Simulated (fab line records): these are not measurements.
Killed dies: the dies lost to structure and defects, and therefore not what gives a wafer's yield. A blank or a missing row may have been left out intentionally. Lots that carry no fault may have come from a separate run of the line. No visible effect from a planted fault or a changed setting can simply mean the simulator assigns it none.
Matching of chambers ; flow sky130 ; SKY_CONTACT_CMP_04 on cmp-02 has 4 sister chambers
The step polishes SiO2. 4 wafers are shown with their chamber, then 7 later ones without.

## WAFERS PAIRED WITH THEIR CHAMBERS
wafer;chamber;motor-current-A (A)
L626.1;1;11.9
L634.6;0;13.1
L635.2;3;9.8
L635.3;2;10.4

## WAFERS WITH NO CHAMBER GIVEN
wafer;motor-current-A (A)
L635.5;11.2
L640.1;10.5
L640.2;12.9
L640.6;13.1
L643.3;11.0
L643.4;12.7
L643.5;9.7

## CHAMBER TAKEN BY EACH
wafer;from the rows above;in truth
L635.5;can't be placed: 1 or 2 or 3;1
L640.1;can't be placed: 2 or 3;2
L640.2;0;0
L640.6;0;0
L643.3;can't be placed: 2 or 1 or 3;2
L643.4;can't be placed: 0 or 1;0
L643.5;can't be placed: 3 or 2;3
Correct placement for 2 of the 7. Cannot be placed on the basis of these rows: 5; the candidates contain the true chamber in 5. Placed wrongly: 0.
How it was worked out, from the rows above alone: a wafer's distance from a chamber is the root of the sum, over the readings, of the square of ((its reading less the chamber's mean) divided by the reading's scatter). If the next closest chamber is less than 2 further off than the closest, the wafer can't be placed; otherwise it belongs to the closest. A chamber's mean is the mean of its shown wafers. The scatter (one wafer shown for each chamber): square how far every hidden wafer sits from the nearest shown wafer, average those squares and take the square root.
